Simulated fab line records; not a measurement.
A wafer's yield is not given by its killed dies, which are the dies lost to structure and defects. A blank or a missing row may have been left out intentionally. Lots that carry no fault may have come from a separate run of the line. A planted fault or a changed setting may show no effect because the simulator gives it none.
What tool caused it? -- flow sky130 -- Sampling: 14 lots, 42 wafers, 4 of 708 route steps

== WHAT THE GAUGES READ, wafer by wafer ==
SKY_NWELL_THK_MEAS_02.
lot,measured,on,NWELL_OXIDATION_THK (nm)
L835,day 3 02:49,filmMetro-03,10.10 9.82 9.87
L833,day 3 06:30,filmMetro-01,10.11 10.42 10.15
L834,day 3 06:29,filmMetro-04,10.01 9.94 10.18
L836,day 3 06:31,filmMetro-03,10.16 10.21 10.06
L837,day 3 15:07,filmMetro-04,9.84 9.91 9.74
L838,day 3 19:17,filmMetro-01,9.76 9.91 9.89
L839,day 3 19:16,filmMetro-03,9.79 9.71 9.82
L840,day 4 03:13,filmMetro-03,9.97 10.07 10.19
L842,day 4 16:02,filmMetro-04,10.09 10.32 10.16
L844,day 4 22:56,filmMetro-03,10.06 10.27 9.95
L847,day 5 13:45,filmMetro-01,10.11 10.06 9.92
L854,day 7 04:13,filmMetro-01,9.94 10.01 9.84
L855,day 7 12:04,filmMetro-01,9.91 9.73 9.67
L856,day 7 18:10,filmMetro-01,9.58 9.62 9.76

SKY_SONOS_TUNNEL_OVL_MEAS_08.
lot,measured,on,SONOS_TUNNEL_OVL (nm)
L835,day 12 04:10,overlay-01,0.3 0.2 1.8
L833,day 12 08:57,overlay-02,0.7 -0.3 0.5
L834,day 12 07:17,overlay-02,0.8 0.7 2.7
L836,day 12 11:22,overlay-02,0.1 -0.7 1.1
L837,day 13 00:02,overlay-01,0.6 0.4 2.1
L838,day 13 13:58,overlay-01,-1.2 0.1 -0.9
L839,day 13 13:54,overlay-01,-1.5 -2.0 -0.5
L840,day 13 17:50,overlay-01,0.2 0.9 -0.9
L842,day 14 12:35,overlay-01,-2.0 -2.7 -2.5
L844,day 14 19:44,overlay-01,0.0 -0.3 0.1
L847,day 15 19:48,overlay-01,2.1 0.3 1.0
L854,day 18 07:59,overlay-02,-0.4 -0.6 0.0
L855,day 18 17:05,overlay-02,-1.9 -0.8 -0.9
L856,day 19 02:29,overlay-02,3.1 2.2 1.2

SKY_LDD_P_CD_MEAS_07: the cd target is 380 nm.
lot,measured,on,cdNm (nm)
L835,day 20 05:20,cdSem-02,379.9 379.2 380.6
L833,day 20 03:36,cdSem-01,378.5 380.2 377.0
L834,day 20 04:13,cdSem-02,379.4 377.8 378.9
L836,day 20 05:02,cdSem-01,377.9 379.3 377.8
L837,day 22 09:02,cdSem-02,377.5 376.1 379.2
L838,day 22 09:55,cdSem-01,380.3 380.4 380.7
L839,day 22 09:09,cdSem-01,382.7 385.1 383.7
L840,day 22 13:15,cdSem-02,379.2 379.5 381.0
L842,day 23 01:26,cdSem-01,383.8 386.8 385.5
L844,day 23 05:15,cdSem-02,383.4 382.2 382.5
L847,day 24 06:42,cdSem-02,382.5 383.5 381.7
L854,day 26 20:01,cdSem-02,379.5 382.8 380.6
L855,day 27 02:46,cdSem-01,383.5 382.3 382.5
L856,day 27 08:41,cdSem-01,378.6 380.4 378.4

== TOOL THAT RAN EACH LOT (tool first, then ch and the chambers of the sampled wafers, then the start) ==
lot,SKY_FIELD_ISO_WET_ETCH_28
L835,"wetBench-01 ch 3, day 3 00:26"
L833,"wetBench-04 ch 3, day 3 02:23"
L834,"wetBench-04 ch 1, day 3 02:23"
L836,"wetBench-03 ch 2, day 3 02:41"
L837,"wetBench-01 ch 3, day 3 12:07"
L838,"wetBench-04 ch 3, day 3 16:37"
L839,"wetBench-04 ch 1, day 3 17:12"
L840,"wetBench-01 ch 0, day 4 01:05"
L842,"wetBench-01 ch 3, day 4 13:40"
L844,"wetBench-03 ch 0, day 4 20:54"
L847,"wetBench-04 ch 2, day 5 10:46"
L854,"wetBench-03 ch 2, day 7 02:13"
L855,"wetBench-04 ch 3, day 7 09:34"
L856,"wetBench-04 ch 3, day 7 15:43"
- SKY_FIELD_ISO_WET_ETCH_28: etches SiO2 in dHF, target depth 23.7 nm, time 47 s.

== AS READ BY THE TOOLS THEMSELVES (means over the sampled wafers that have a number; for cases with no such wafer, the mark the record gives instead) ==
SKY_FIELD_ISO_WET_ETCH_28.
lot,tool,bathHeatDutyPct (%),tempC (C)
L835,wetBench-01,6.1,25.05
L833,wetBench-04,7.1,25.07
L834,wetBench-04,6.0,25.10
L836,wetBench-03,6.1,24.94
L837,wetBench-01,6.3,25.11
L838,wetBench-04,6.7,25.08
L839,wetBench-04,6.4,24.97
L840,wetBench-01,38.3,41.90
L842,wetBench-01,32.1,42.01
L844,wetBench-03,6.0,24.97
L847,wetBench-04,6.5,24.86
L854,wetBench-03,5.6,25.03
L855,wetBench-04,6.7,25.05
L856,wetBench-04,6.7,25.09

== THE ANSWER, worked out from the rows above alone ==
Rule: usual is defined by the lots themselves. The widest of any qualifying gaps counts: lots, ordered by their means at a reading, are off when they make up no more than a third of the lots, leave a main group of 4 or more, and stand apart from it by 3 or more times the standard deviation of that group's means. The tables above print the reading to a certain number of digits; a main group whose means all agree to those digits is not used. A lot without any number at a reading at which 4 lots or more have one is off too. The other lots that the step has rows for count as sound. After the gauges, taken in route order, come the tools' own readings; for these a lot's mean is taken, as printed above. At the first step where some lot is off, the reading lying furthest off is the one used; lots without a number count as furthest.
Off at SKY_FIELD_ISO_WET_ETCH_28 (tempC): L840, L842. For the main group the mean is 25.03 C and the standard deviation 0.073.
A tool fits if, at that step or a process step before it, it ran every lot that is off, and no sound lot after the first of them. One fits: wetBench-01 at SKY_FIELD_ISO_WET_ETCH_28. Its last sound lot is L837 (day 3 12:07), its first lot that is off L840 (day 4 01:05): a fault that began between those two fits.
The tool's own readings at SKY_FIELD_ISO_WET_ETCH_28 bear it out: on the lots that are off they differ by more than 5 times the standard deviation of the sound lots' means. bathHeatDutyPct reads 35.2 % there against 6.3 % on the sound lots; tempC reads 41.95 C there against 25.03 C on the sound lots.

== WHAT WAS PUT IN BY THE SIMULATOR ==
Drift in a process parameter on wetBench-01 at SKY_FIELD_ISO_WET_ETCH_28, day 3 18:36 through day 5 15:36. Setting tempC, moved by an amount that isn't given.
Shown lots that were struck: L840, L842. Same finding as the rule above.
